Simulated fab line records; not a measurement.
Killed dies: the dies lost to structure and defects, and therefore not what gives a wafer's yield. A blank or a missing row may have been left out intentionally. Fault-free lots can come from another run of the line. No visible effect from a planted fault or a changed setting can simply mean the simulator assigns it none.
Which of the tools did it? / flow gf180mcu / Sampling: 12 lots, 36 wafers, 5 of 602 route steps

== WHAT EACH GAUGE READ, for each wafer ==
GF_CONTACT_CD_MEAS_14 targets a cd of 220 nm.
lot=L163; measured=day 16 01:14; on=cd sem-01; cd nm (nm)=219.0 219.4 219.3
lot=L164; measured=day 16 12:56; on=cd sem-01; cd nm (nm)=220.6 219.1 219.4
lot=L166; measured=day 17 02:51; on=cd sem-02; cd nm (nm)=224.6 223.3 224.3
lot=L168; measured=day 18 04:01; on=cd sem-01; cd nm (nm)=220.6 220.1 218.7
lot=L169; measured=day 18 10:49; on=cd sem-01; cd nm (nm)=221.6 220.7 218.9
lot=L170; measured=day 18 22:58; on=cd sem-01; cd nm (nm)=218.5 217.4 220.3
lot=L171; measured=day 19 06:40; on=cd sem-02; cd nm (nm)=220.8 221.2 220.7
lot=L179; measured=day 21 21:10; on=cd sem-01; cd nm (nm)=218.4 217.7 218.7
lot=L180; measured=day 22 12:11; on=cd sem-02; cd nm (nm)=220.0 217.6 219.6
lot=L181; measured=day 22 13:23; on=cd sem-02; cd nm (nm)=219.0 220.4 220.1
lot=L183; measured=day 23 07:13; on=cd sem-02; cd nm (nm)=218.0 218.5 219.3
lot=L186; measured=day 24 08:14; on=cd sem-01; cd nm (nm)=222.2 221.6 222.4

GF_CONTACT_RS_MEAS_25: measures by four-point-probe.
lot=L163; measured=day 16 02:06; on=film metro-03; CONTACT_W_RS (ohm/sq)=0.389 0.385 0.382
lot=L164; measured=day 16 13:47; on=film metro-03; CONTACT_W_RS (ohm/sq)=0.386 0.383 0.385
lot=L166; measured=day 17 03:41; on=film metro-02; CONTACT_W_RS (ohm/sq)=0.377 0.377 0.382
lot=L168; measured=day 18 04:51; on=film metro-03; CONTACT_W_RS (ohm/sq)=0.384 0.384 0.388
lot=L169; measured=day 18 11:38; on=film metro-01; CONTACT_W_RS (ohm/sq)=0.383 0.369 0.376
lot=L170; measured=day 18 23:47; on=film metro-03; CONTACT_W_RS (ohm/sq)=0.386 0.389 0.386
lot=L171; measured=day 19 07:29; on=film metro-03; CONTACT_W_RS (ohm/sq)=0.370 0.383 0.369
lot=L179; measured=day 21 21:59; on=film metro-02; CONTACT_W_RS (ohm/sq)=0.380 0.387 0.386
lot=L180; measured=day 22 13:01; on=film metro-02; CONTACT_W_RS (ohm/sq)=0.380 0.382 0.380
lot=L181; measured=day 22 14:13; on=film metro-01; CONTACT_W_RS (ohm/sq)=0.380 0.377 0.387
lot=L183; measured=day 23 08:02; on=film metro-01; CONTACT_W_RS (ohm/sq)=0.378 0.377 0.377
lot=L186; measured=day 24 09:04; on=film metro-03; CONTACT_W_RS (ohm/sq)=0.380 0.377 0.381

GF_CONTACT_THK_MEAS_26: measures by xrf.
lot=L163; measured=day 16 02:13; on=film metro-03; CONTACT_W_THK (nm)=297 298 301
lot=L164; measured=day 16 13:54; on=film metro-03; CONTACT_W_THK (nm)=297 300 298
lot=L166; measured=day 17 03:46; on=film metro-02; CONTACT_W_THK (nm)=303 304 300
lot=L168; measured=day 18 04:58; on=film metro-03; CONTACT_W_THK (nm)=300 302 299
lot=L169; measured=day 18 11:44; on=film metro-01; CONTACT_W_THK (nm)=300 312 306
lot=L170; measured=day 18 23:54; on=film metro-03; CONTACT_W_THK (nm)=300 298 298
lot=L171; measured=day 19 07:35; on=film metro-03; CONTACT_W_THK (nm)=314 303 312
lot=L179; measured=day 21 22:05; on=film metro-02; CONTACT_W_THK (nm)=305 301 301
lot=L180; measured=day 22 13:08; on=film metro-02; CONTACT_W_THK (nm)=307 304 305
lot=L181; measured=day 22 14:20; on=film metro-01; CONTACT_W_THK (nm)=300 300 296
lot=L183; measured=day 23 08:09; on=film metro-01; CONTACT_W_THK (nm)=303 303 303
lot=L186; measured=day 24 09:11; on=film metro-03; CONTACT_W_THK (nm)=300 302 300

== WHAT TOOL EACH LOT RAN ON (gives the tool, then ch and the chambers of the sampled wafers, and finally the start) ==
lot=L163; GF_CONTACT_ETCH_17=rie diel-02 ch 0,2,3, day 16 02:00 or earlier; GF_CONTACT_CVD_24=cvd w-01 ch 0,1, day 16 02:00
lot=L164; GF_CONTACT_ETCH_17=rie diel-02 ch 0,2,3, day 16 13:41 or earlier; GF_CONTACT_CVD_24=cvd w-02 ch 0,1, day 16 13:41
lot=L166; GF_CONTACT_ETCH_17=rie diel-02 ch 1,2,3, day 17 03:33 or earlier; GF_CONTACT_CVD_24=cvd w-01 ch 0,1, day 17 03:33
lot=L168; GF_CONTACT_ETCH_17=rie diel-04 ch 0,2,3, day 18 04:45 or earlier; GF_CONTACT_CVD_24=cvd w-02 ch 0,1, day 18 04:45
lot=L169; GF_CONTACT_ETCH_17=rie diel-04 ch 2,3, day 18 11:32 or earlier; GF_CONTACT_CVD_24=cvd w-01 ch 0,1, day 18 11:32
lot=L170; GF_CONTACT_ETCH_17=rie diel-01 ch 0,1,3, day 18 23:40 or earlier; GF_CONTACT_CVD_24=cvd w-02 ch 0,1, day 18 23:40
lot=L171; GF_CONTACT_ETCH_17=rie diel-04 ch 0,1,2, day 19 07:23 or earlier; GF_CONTACT_CVD_24=cvd w-01 ch 0,1, day 19 07:23
lot=L179; GF_CONTACT_ETCH_17=rie diel-02 ch 0,1,3, day 21 21:53 or earlier; GF_CONTACT_CVD_24=cvd w-01 ch 0,1, day 21 21:53
lot=L180; GF_CONTACT_ETCH_17=rie diel-04 ch 0,3, day 22 12:55 or earlier; GF_CONTACT_CVD_24=cvd w-01 ch 0,1, day 22 12:55
lot=L181; GF_CONTACT_ETCH_17=rie diel-01 ch 0,1,3, day 22 14:06 or earlier; GF_CONTACT_CVD_24=cvd w-01 ch 0,1, day 22 14:06
lot=L183; GF_CONTACT_ETCH_17=rie diel-01 ch 0,1,3, day 23 07:56 or earlier; GF_CONTACT_CVD_24=cvd w-01 ch 0,1, day 23 07:56
lot=L186; GF_CONTACT_ETCH_17=rie diel-04 ch 1,2,3, day 24 08:58 or earlier; GF_CONTACT_CVD_24=cvd w-01 ch 0,1, day 24 08:58
- GF_CONTACT_ETCH_17: etches SiO2 in C4F8/O2/Ar, stops on CoSi2, target depth 860 nm.
- GF_CONTACT_CVD_24: deposits W, target thk 300 nm, time 90.339 s.

== AS READ BY THE TOOLS THEMSELVES (means over the sampled wafers that have a number; for cases with no such wafer, the mark the record gives instead) ==
GF_CONTACT_ETCH_17.
lot=L163; tool=rie diel-02; oes product au (a.u.)=0.816
lot=L164; tool=rie diel-02; oes product au (a.u.)=0.817
lot=L166; tool=rie diel-02; oes product au (a.u.)=0.811
lot=L168; tool=rie diel-04; oes product au (a.u.)=0.811
lot=L169; tool=rie diel-04; oes product au (a.u.)=0.820
lot=L170; tool=rie diel-01; oes product au (a.u.)=0.818
lot=L171; tool=rie diel-04; oes product au (a.u.)=0.819
lot=L179; tool=rie diel-02; oes product au (a.u.)=0.819
lot=L180; tool=rie diel-04; oes product au (a.u.)=0.820
lot=L181; tool=rie diel-01; oes product au (a.u.)=0.819
lot=L183; tool=rie diel-01; oes product au (a.u.)=0.820
lot=L186; tool=rie diel-04; oes product au (a.u.)=0.815

GF_CONTACT_CVD_24.
lot=L163; tool=cvd w-01; chamber pressure Torr (Torr)=40.04; heater power w (W)=877
lot=L164; tool=cvd w-02; chamber pressure Torr (Torr)=39.96; heater power w (W)=910
lot=L166; tool=cvd w-01; chamber pressure Torr (Torr)=39.91; heater power w (W)=852
lot=L168; tool=cvd w-02; chamber pressure Torr (Torr)=40.00; heater power w (W)=839
lot=L169; tool=cvd w-01; chamber pressure Torr (Torr)=41.11; heater power w (W)=860
lot=L170; tool=cvd w-02; chamber pressure Torr (Torr)=39.92; heater power w (W)=850
lot=L171; tool=cvd w-01; chamber pressure Torr (Torr)=42.20; heater power w (W)=851
lot=L179; tool=cvd w-01; chamber pressure Torr (Torr)=39.94; heater power w (W)=861
lot=L180; tool=cvd w-01; chamber pressure Torr (Torr)=39.99; heater power w (W)=889
lot=L181; tool=cvd w-01; chamber pressure Torr (Torr)=39.98; heater power w (W)=867
lot=L183; tool=cvd w-01; chamber pressure Torr (Torr)=40.01; heater power w (W)=879
lot=L186; tool=cvd w-01; chamber pressure Torr (Torr)=39.92; heater power w (W)=870

== THE ANSWER, worked out from the rows above alone ==
Rule: the usual values come from the lots themselves. The widest of any qualifying gaps counts: lots, ordered by their means at a reading, are off when they make up no more than a third of the lots, leave a main group of 4 or more, and stand apart from it by 3 or more times the standard deviation of that group's means. The tables above print the reading to a certain number of digits; a main group whose means all agree to those digits is not used. Also off: a lot with no number at a reading for which 4 or more lots have one. Where the step has rows for the other lots, those lots are counted as sound. Order of review: gauges by route order, followed by the tools' own readings, for which a lot's mean as printed above is used. The first step at which some lot is off is used, and at that step the reading that is off furthest; a lot without a number counts as furthest.
Off: L169, L171 (GF_CONTACT_CVD_24, chamber pressure Torr). Mean 39.97 Torr and standard deviation 0.042 in the main group.
A tool fits if, at that step or a process step before it, it ran every lot that is off, and no sound lot after the first of them. Because GF_CONTACT_ETCH_17 lacks a start for some lots, the hours and order of its lots are taken from GF_CONTACT_CVD_24. None of those tried fits.

== WHAT THE SIMULATOR HAD PUT IN ==
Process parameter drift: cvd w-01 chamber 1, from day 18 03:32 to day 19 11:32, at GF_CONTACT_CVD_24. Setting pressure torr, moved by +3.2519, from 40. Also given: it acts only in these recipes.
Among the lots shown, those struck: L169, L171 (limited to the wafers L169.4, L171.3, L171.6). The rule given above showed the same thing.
